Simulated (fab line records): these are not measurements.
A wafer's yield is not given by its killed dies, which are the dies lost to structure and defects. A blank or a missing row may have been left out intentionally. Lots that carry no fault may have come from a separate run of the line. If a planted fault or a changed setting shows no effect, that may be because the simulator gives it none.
The tool behind it: which one?    flow gf180mcu    6 lots (18 wafers sampled), 1 step of a 602-step route

== WHAT THE GAUGES READ, wafer by wafer ==
GF_PSD_CD_MEAS_07: the cd target is 400 nm.
lot   measured      on        cdNm (nm)
L980  day 15 01:24  cdSem-01  395.9 396.0 396.4
L982  day 16 04:10  cdSem-02  396.0 397.3 397.2
L984  day 17 00:57  cdSem-01  398.7 401.5 396.7
L988  day 18 12:11  cdSem-02  398.5 394.7 397.7
L997  day 21 11:26  cdSem-01  400.1 398.9 400.8
L100  day 22 11:17  cdSem-01  398.8 396.8 398.3

== TOOL THAT RAN EACH LOT (tool first, then ch and the chambers of the sampled wafers, then the start) ==
Before these readings, the record contains no process step.

== THE ANSWER, worked out from the rows above alone ==
Rule: usual is defined by the lots themselves. Put in order of their means at a reading, lots are off if they are a third of the lots or fewer, leave a main group of 4 or more, and stand apart from it by a gap of 3 or more times the standard deviation of the main group's means; of several such gaps the widest counts. If all means in a main group match to the digits the tables above print for the reading, that group is not used. Also off: a lot with no number at a reading for which 4 or more lots have one. Where the step has rows for the other lots, those lots are counted as sound.
Across all readings shown, no lot is off: no conclusion can be drawn from this.

== WHAT HAD BEEN PUT IN BY THE SIMULATOR ==
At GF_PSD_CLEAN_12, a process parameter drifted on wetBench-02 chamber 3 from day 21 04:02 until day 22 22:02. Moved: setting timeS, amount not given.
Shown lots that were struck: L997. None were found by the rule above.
